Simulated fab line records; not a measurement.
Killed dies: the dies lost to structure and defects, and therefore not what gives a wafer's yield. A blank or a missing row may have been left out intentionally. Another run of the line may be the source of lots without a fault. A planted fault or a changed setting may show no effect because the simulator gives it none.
A lot that was struck, set against a sound lot | flow sky130 | 24 steps out of a route of 708
Sound: wafers L451.1, L451.5, L451.6. The struck wafers were L463.2, L463.4, L463.5. The cause is given at the end.
Per side, at each step with rows, come the tool, then ch with its chambers, and then its first start. Under that, the readings that differ: sound wafers | struck wafers | difference of the means | sigmas: that difference in standard deviations of wafers without a fault.
alike: words and numbers the same on both sides, and readings whose means are apart by under 2 such deviations; not compared: readings that were withheld, readings missing a value for some wafer, numbers with overlapping values and no deviation given by the record, and bounds like >300 which may hide the same value.
The two part at a step that has a row with sigmas, a row that says differs or no value, or rows on one side only. When numbers do not overlap yet have no deviation, they are printed without sigmas and do not part them. A reading missing from all wafers of one side parts the sides only when that side holds two or more wafers.

first, 6 steps without rows for these wafers: SKY_LDD_HVP_HMDS_01 (prime time 60 s); SKY_LDD_HVP_COAT_02 (resist thk 300 nm); SKY_LDD_HVP_SOFTBAKE_03 (time 60 s); SKY_LDD_HVP_EXPOSE_04 (exposes mask HVPTM, target cd 700 nm); SKY_LDD_HVP_PEB_05; SKY_LDD_HVP_DEVELOP_06 (develop time 60 s).
SKY_LDD_HVP_OVL_MEAS_07:
  sound: overlay-01 at day 22 01:57; struck: overlay-01 at day 26 15:25
  alike: LDD_HVP_OVL
after that, 1 step had no rows for these wafers: SKY_LDD_HVP_IMPLANT_08.
SKY_LDD_HVP_STRIP_09: strips in O2/N2.
  sound on plasma-asher-01 ch 0,1, day 22 02:08; struck on plasma-asher-01 ch 0,1, day 26 15:35
  alike: chamber-pressure-mTorr, drypump-motor-current-A, oes-product-au, strip-time-to-endpoint-s
  not compared: rf-hours-counter-h
SKY_LDD_HVP_TW_MEAS_10:
  sound: film-metro-04 at day 22 02:14; struck: film-metro-04 at day 26 15:42
  alike: LDD_HVP_TW
then, 2 steps without rows for these wafers: SKY_LDD_LDN_DEHYDRATE_00 (time 60 s); SKY_LDD_LDN_HMDS_01 (prime time 60 s).
SKY_LDD_LDN_COAT_02: resist thk 1140 nm.
  sound on litho-track-02 ch 0, day 22 17:20; struck on litho-track-01 ch 0, day 27 06:28
  reading                                      | sound          | struck            | difference | sigmas
  model.NOVOLAK_of_LDD_LDN_COAT_02.thk-nm (nm) | 1148 1146 1144 | 397.9 397.9 397.9 | -748.1     |
  alike: chill-plate-temp-C
then, 3 steps without rows for these wafers: SKY_LDD_LDN_SOFTBAKE_03 (time 60 s); SKY_LDD_LDN_EXPOSE_04 (exposes mask LDNTM, target cd 700 nm); SKY_LDD_LDN_PEB_05.
SKY_LDD_LDN_DEVELOP_06: develop time 60 s.
  sound on litho-track-04 ch 0, day 23 08:05; struck on litho-track-02 ch 0, day 27 20:51
  reading                                      | sound          | struck            | difference | sigmas
  model.NOVOLAK_of_LDD_LDN_COAT_02.thk-nm (nm) | 1148 1146 1143 | 397.5 397.5 397.5 | -748.2     |
  alike: chill-plate-temp-C
SKY_LDD_LDN_OVL_MEAS_07:
  sound: overlay-01 at day 23 08:14; struck: overlay-02 at day 27 20:59
  reading          | sound          | struck      | difference | sigmas
  LDD_LDN_OVL (nm) | -3.2 -2.6 -2.3 | 1.3 0.9 0.3 | +3.5       | +3
then, 4 steps without rows for these wafers: SKY_LDD_LDN_IMPLANT_08; SKY_LDD_LDN_IMPLANT_09; SKY_LDD_LDN_IMPLANT_10; SKY_LDD_LDN_IMPLANT_11.
SKY_LDD_LDN_STRIP_12: strips in O2/N2.
  sound on plasma-asher-02 ch 0,1, day 23 08:52; struck on plasma-asher-02 ch 0,1, day 27 21:37
  reading                      | sound             | struck            | difference | sigmas
  oes-product-au (a.u.)        | 0.712 0.722 0.711 | 0.452 0.462 0.463 | -0.256     | -60
  strip-time-to-endpoint-s (s) | 14.27 14.26 14.22 | 5.39 5.38 5.39    | -8.86      | -99 or more
  alike: chamber-pressure-mTorr, drypump-motor-current-A
  not compared: rf-hours-counter-h
SKY_LDD_LDN_TW_MEAS_13:
  sound: film-metro-03 at day 23 08:58; struck: film-metro-01 at day 27 21:44
  alike: LDD_LDN_TW

== WHERE THEY PART ==
Last at SKY_LDD_LDN_STRIP_12 as far as this record goes, first at SKY_LDD_LDN_OVL_MEAS_07. Later steps at which nothing parts them and some readings are alike: SKY_LDD_LDN_TW_MEAS_13.

WHY: what the simulator had put in
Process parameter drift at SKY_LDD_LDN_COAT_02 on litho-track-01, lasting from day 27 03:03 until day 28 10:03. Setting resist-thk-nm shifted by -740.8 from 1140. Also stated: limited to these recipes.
